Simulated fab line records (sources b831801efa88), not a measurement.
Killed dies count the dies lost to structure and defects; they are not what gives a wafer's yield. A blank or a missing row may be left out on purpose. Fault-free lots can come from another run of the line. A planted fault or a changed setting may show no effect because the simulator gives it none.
What tool caused it?    flow sky130    24 lots, 72 wafers sampled, at 5 steps of a route of 708

== WHAT THE GAUGES SHOWED, per wafer ==
SKY_VT_ADJUST_PCH_TW_MEAS_10. Usual: VT_ADJUST_PCH_TW gives 141.6 (standard deviation 1.6).
lot   measured      on            VT_ADJUST_PCH_TW   flag
L074  day 10 16:31  filmMetro-03  140.5 140.5 139.4  
L075  day 11 00:55  filmMetro-02  144.0 144.0 143.9  
L076  day 11 02:43  filmMetro-01  141.0 141.4 141.1  
L077  day 11 08:40  filmMetro-03  139.6 140.4 139.5  
L078  day 11 20:46  filmMetro-03  140.4 139.4 140.6  
L079  day 12 04:24  filmMetro-02  144.3 144.3 144.5  
L080  day 12 08:38  filmMetro-02  143.4 144.0 143.5  
L081  day 12 14:01  filmMetro-01  139.8 140.7 139.7  
L082  day 12 19:23  filmMetro-03  140.3 139.9 139.9  
L083  day 13 06:16  filmMetro-02  143.6 143.2 143.4  
L084  day 13 14:25  filmMetro-01  139.6 140.0 140.0  
L085  day 13 21:22  filmMetro-02  142.5 143.4 143.7  
L086  day 14 05:01  filmMetro-02  144.0 142.7 143.5  
L087  day 14 15:16  filmMetro-02  143.5 142.4 142.5  
L088  day 14 21:59  filmMetro-03  141.3 142.7 141.2  
L089  day 15 03:39  filmMetro-03  140.7 140.0 139.5  
L090  day 15 11:10  filmMetro-03  140.5 140.7 140.5  
L091  day 15 17:46  filmMetro-01  140.2 140.9 140.0  
L092  day 16 06:01  filmMetro-01  141.0 141.0 141.0  
L093  day 16 10:40  filmMetro-01  140.8 140.9 140.3  
L094  day 16 19:20  filmMetro-02  144.0 143.6 144.1  
L095  day 17 03:01  filmMetro-03  141.5 141.0 141.8  
L096  day 17 06:55  filmMetro-02  143.9 143.8 144.0  
L097  day 17 12:52  filmMetro-01  139.4 139.7 140.2  

SKY_CONTACT_OVL_MEAS_15. Usual: CONTACT_OVL gives 2 nm (standard deviation 5).
lot   measured      on          CONTACT_OVL (nm)  flag
L074  day 31 22:22  overlay-02  -5 -4 -7          
L075  day 32 04:41  overlay-02  1 3 5             
L076  day 32 09:08  overlay-02  5 1 1             
L077  day 32 15:43  overlay-01  0 -1 7            
L078  day 33 04:26  overlay-01  2 2 -1            
L079  day 33 10:52  overlay-02  3 2 5             
L080  day 33 15:32  overlay-02  -3 -11 -4         
L081  day 34 00:02  overlay-01  -3 -1 -1          
L082  day 34 04:58  overlay-02  8 10 0            
L083  day 34 16:58  overlay-02  -1 -6 -4          
L084  day 34 23:43  overlay-02  9 6 5             
L085  day 35 15:38  overlay-02  12 9 5            
L086  day 35 16:17  overlay-02  -2 -2 5           
L087  day 35 23:10  overlay-01  -2 4 5            
L088  day 36 08:46  overlay-01  3 4 0             
L089  day 36 12:27  overlay-01  6 -2 4            
L090  day 36 19:46  overlay-02  9 3 3             
L091  day 37 04:49  overlay-02  8 8 9             
L092  day 37 13:07  overlay-01  12 6 9            
L093  day 37 14:34  overlay-02  -5 1 -1           
L094  day 38 04:25  overlay-01  -2 -1 -3          
L095  day 38 09:10  overlay-01  -7 0 2            
L096  day 38 09:33  overlay-01  4 -2 4            
L097  day 38 16:33  overlay-01  8 8 8             

== TOOL THAT RAN EACH LOT (tool first, then ch and the chambers of the sampled wafers, then the start) ==
lot   SKY_FIELD_ISO_ETCH_15             SKY_VT_ADJUST_LVTN_STRIP_09          SKY_VT_ADJUST_PCH_STRIP_09
L074  rieDiel-04 ch 1,2,3, day 2 04:44  plasmaAsher-04 ch 0,1, day 7 03:49   plasmaAsher-01 ch 0,1, day 10 16:25
L075  rieDiel-02 ch 0,2, day 2 10:20    plasmaAsher-04 ch 0,1, day 7 10:50   plasmaAsher-01 ch 0,1, day 11 00:49
L076  rieDiel-03 ch 0,1,3, day 2 14:55  plasmaAsher-01 ch 0,1, day 7 12:46   plasmaAsher-01 ch 0,1, day 11 02:37
L077  rieDiel-02 ch 1,2, day 2 21:38    plasmaAsher-02 ch 0,1, day 7 16:39   plasmaAsher-01 ch 0,1, day 11 08:34
L078  rieDiel-04 ch 0,1,2, day 3 06:22  plasmaAsher-04 ch 0,1, day 8 04:25   plasmaAsher-01 ch 0,1, day 11 20:40
L079  rieDiel-02 ch 2,3, day 3 06:44    plasmaAsher-04 ch 0,1, day 8 09:21   plasmaAsher-04 ch 1, day 12 04:17
L080  rieDiel-03 ch 0,3, day 3 14:28    plasmaAsher-04 ch 0,1, day 8 13:29   plasmaAsher-04 ch 0,1, day 12 08:32
L081  rieDiel-03 ch 1,3, day 3 16:52    plasmaAsher-01 ch 0,1, day 8 17:39   plasmaAsher-03 ch 1, day 12 13:55
L082  rieDiel-04 ch 1,3, day 3 21:02    plasmaAsher-01 ch 0, day 8 22:25     plasmaAsher-04 ch 0,1, day 12 19:17
L083  rieDiel-04 ch 0,1,2, day 4 02:38  plasmaAsher-01 ch 0,1, day 9 07:48   plasmaAsher-03 ch 0,1, day 13 06:10
L084  rieDiel-02 ch 0,1,2, day 4 09:26  plasmaAsher-02 ch 0,1, day 9 14:30   plasmaAsher-04 ch 0,1, day 13 14:19
L085  rieDiel-04 ch 1,2, day 4 13:32    plasmaAsher-01 ch 0,1, day 9 21:17   plasmaAsher-01 ch 0,1, day 13 21:16
L086  rieDiel-03 ch 0,1, day 4 18:23    plasmaAsher-04 ch 1, day 10 03:18    plasmaAsher-04 ch 0,1, day 14 04:55
L087  rieDiel-02 ch 1,2, day 4 23:28    plasmaAsher-02 ch 0,1, day 10 12:25  plasmaAsher-03 ch 0,1, day 14 15:10
L088  rieDiel-04 ch 0,2,3, day 5 07:49  plasmaAsher-01 ch 0,1, day 10 17:25  plasmaAsher-04 ch 0,1, day 14 21:53
L089  rieDiel-04 ch 1,3, day 5 11:14    plasmaAsher-01 ch 0, day 10 21:37    plasmaAsher-01 ch 1, day 15 03:32
L090  rieDiel-03 ch 1,3, day 5 17:49    plasmaAsher-01 ch 0,1, day 11 05:42  plasmaAsher-01 ch 0,1, day 15 11:04
L091  rieDiel-02 ch 0,2,3, day 5 20:52  plasmaAsher-04 ch 0,1, day 11 10:50  plasmaAsher-01 ch 1, day 15 17:40
L092  rieDiel-04 ch 0,2,3, day 6 03:46  plasmaAsher-02 ch 0, day 11 21:09    plasmaAsher-04 ch 0,1, day 16 05:55
L093  rieDiel-04 ch 2,3, day 6 08:13    plasmaAsher-02 ch 0,1, day 11 23:29  plasmaAsher-01 ch 0,1, day 16 10:34
L094  rieDiel-02 ch 0,2, day 6 12:14    plasmaAsher-04 ch 0,1, day 12 10:11  plasmaAsher-04 ch 0,1, day 16 19:14
L095  rieDiel-03 ch 0,1,2, day 6 17:29  plasmaAsher-02 ch 0,1, day 12 15:05  plasmaAsher-01 ch 1, day 17 02:55
L096  rieDiel-02 ch 0,1,3, day 6 22:56  plasmaAsher-01 ch 0,1, day 12 18:39  plasmaAsher-03 ch 0,1, day 17 06:49
L097  rieDiel-03 ch 0,1,2, day 7 03:31  plasmaAsher-02 ch 0,1, day 13 00:34  plasmaAsher-03 ch 0,1, day 17 12:46
- SKY_FIELD_ISO_ETCH_15: etches the open film in CHF3/O2, stops on Si, target depth 180 nm, time 72 s.
- SKY_VT_ADJUST_LVTN_STRIP_09: strips in O2/N2.
- SKY_VT_ADJUST_PCH_STRIP_09: strips in O2/N2.

== WHAT THE TOOLS THEMSELVES READ (means of the sampled wafers that have a number; where no wafer has one, the mark that the record gives instead) ==
SKY_FIELD_ISO_ETCH_15. Usual: drypumpMotorCurrentA 5.9 A, standard deviation 0.47; oesProductAu 0.947 a.u., standard deviation 0.007; throttleValvePct 8.845 %, standard deviation 0.0093.
lot   tool        drypumpMotorCurrentA (A)  oesProductAu (a.u.)  throttleValvePct (%)  flag
L074  rieDiel-04  6.0                       0.950                8.839                 
L075  rieDiel-02  6.0                       0.948                8.846                 
L076  rieDiel-03  5.8                       0.951                8.840                 
L077  rieDiel-02  5.8                       0.947                8.840                 
L078  rieDiel-04  6.1                       0.953                8.838                 
L079  rieDiel-02  6.1                       0.948                8.856                 
L080  rieDiel-03  6.0                       0.960                8.860                 
L081  rieDiel-03  5.6                       0.939                8.832                 
L082  rieDiel-04  6.4                       0.943                8.849                 
L083  rieDiel-04  6.1                       0.942                8.841                 
L084  rieDiel-02  5.9                       0.953                8.855                 
L085  rieDiel-04  6.2                       0.934                8.844                 
L086  rieDiel-03  5.9                       0.950                8.845                 
L087  rieDiel-02  5.6                       0.957                8.839                 
L088  rieDiel-04  5.9                       0.940                8.851                 
L089  rieDiel-04  6.4                       0.939                8.843                 
L090  rieDiel-03  5.7                       0.950                8.849                 
L091  rieDiel-02  6.0                       0.953                8.844                 
L092  rieDiel-04  5.9                       0.949                8.838                 
L093  rieDiel-04  5.6                       0.947                8.844                 
L094  rieDiel-02  5.7                       0.943                8.851                 
L095  rieDiel-03  5.6                       0.950                8.854                 
L096  rieDiel-02  6.3                       0.944                8.853                 
L097  rieDiel-03  5.5                       0.946                8.841                 

SKY_VT_ADJUST_LVTN_STRIP_09. Usual: drypumpMotorCurrentA 5.3 A, standard deviation 0.3; oesProductAu 0.722 a.u., standard deviation 0.0042; stripTimeToEndpointS 36.90 s, standard deviation 0.11.
lot   tool            drypumpMotorCurrentA (A)  oesProductAu (a.u.)  stripTimeToEndpointS (s)  flag
L074  plasmaAsher-04  5.2                       0.720                36.74                     
L075  plasmaAsher-04  5.3                       0.723                36.79                     
L076  plasmaAsher-01  5.0                       0.728                36.94                     
L077  plasmaAsher-02  5.7                       0.722                36.88                     
L078  plasmaAsher-04  5.2                       0.720                36.95                     
L079  plasmaAsher-04  5.2                       0.723                36.81                     
L080  plasmaAsher-04  5.2                       0.723                36.88                     
L081  plasmaAsher-01  5.0                       0.722                37.03                     
L082  plasmaAsher-01  4.8                       0.721                36.87                     
L083  plasmaAsher-01  5.2                       0.723                36.83                     
L084  plasmaAsher-02  5.6                       0.722                36.92                     
L085  plasmaAsher-01  5.2                       0.721                37.01                     
L086  plasmaAsher-04  5.2                       0.722                36.93                     
L087  plasmaAsher-02  5.6                       0.724                36.84                     
L088  plasmaAsher-01  5.2                       0.728                36.99                     
L089  plasmaAsher-01  4.8                       0.726                37.04                     
L090  plasmaAsher-01  5.0                       0.723                36.99                     
L091  plasmaAsher-04  5.2                       0.725                37.03                     
L092  plasmaAsher-02  5.5                       0.721                36.78                     
L093  plasmaAsher-02  5.7                       0.727                36.80                     
L094  plasmaAsher-04  5.2                       0.723                36.91                     
L095  plasmaAsher-02  5.6                       0.725                36.93                     
L096  plasmaAsher-01  5.0                       0.721                36.69                     
L097  plasmaAsher-02  5.6                       0.724                36.85                     

SKY_VT_ADJUST_PCH_STRIP_09. Usual: drypumpMotorCurrentA 5.3 A, standard deviation 0.39; oesProductAu 0.723 a.u., standard deviation 0.0045; stripTimeToEndpointS 36.93 s, standard deviation 0.09.
lot   tool            drypumpMotorCurrentA (A)  oesProductAu (a.u.)  stripTimeToEndpointS (s)  flag
L074  plasmaAsher-01  5.3                       0.732                36.84                     
L075  plasmaAsher-01  5.2                       0.722                36.90                     
L076  plasmaAsher-01  5.0                       0.724                36.82                     
L077  plasmaAsher-01  5.0                       0.722                37.08                     
L078  plasmaAsher-01  5.0                       0.724                37.02                     
L079  plasmaAsher-04  5.3                       0.715                36.90                     
L080  plasmaAsher-04  5.2                       0.724                37.02                     
L081  plasmaAsher-03  5.9                       0.724                36.84                     
L082  plasmaAsher-04  5.1                       0.720                36.82                     
L083  plasmaAsher-03  5.9                       0.721                37.01                     
L084  plasmaAsher-04  5.2                       0.724                36.84                     
L085  plasmaAsher-01  5.2                       0.722                36.86                     
L086  plasmaAsher-04  5.2                       0.720                36.99                     
L087  plasmaAsher-03  6.0                       0.722                36.95                     
L088  plasmaAsher-04  5.2                       0.719                36.94                     
L089  plasmaAsher-01  5.4                       0.727                36.92                     
L090  plasmaAsher-01  5.2                       0.718                37.05                     
L091  plasmaAsher-01  5.4                       0.724                36.94                     
L092  plasmaAsher-04  5.2                       0.722                36.89                     
L093  plasmaAsher-01  5.0                       0.725                36.87                     
L094  plasmaAsher-04  5.2                       0.722                36.93                     
L095  plasmaAsher-01  5.5                       0.718                36.94                     
L096  plasmaAsher-03  6.0                       0.731                37.06                     
L097  plasmaAsher-03  5.9                       0.721                36.98                     

== THE ANSWER, worked out from the rows above alone ==
Rule: a lot counts as off when the mean over its wafers that have a number is more than 3 standard deviations away from the usual mean. A lot without any number at a reading at which 4 lots or more have one is off too. The other lots that the step has rows for count as sound. Order of review: gauges by route order, followed by the tools' own readings, for which a lot's mean as printed above is used. The first step at which some lot is off is used, and at that step the reading that is off furthest; a lot without a number counts as furthest.
Across all readings shown, no lot is off: no conclusion can be drawn from this.

== WHAT THE SIMULATOR PUT IN ==
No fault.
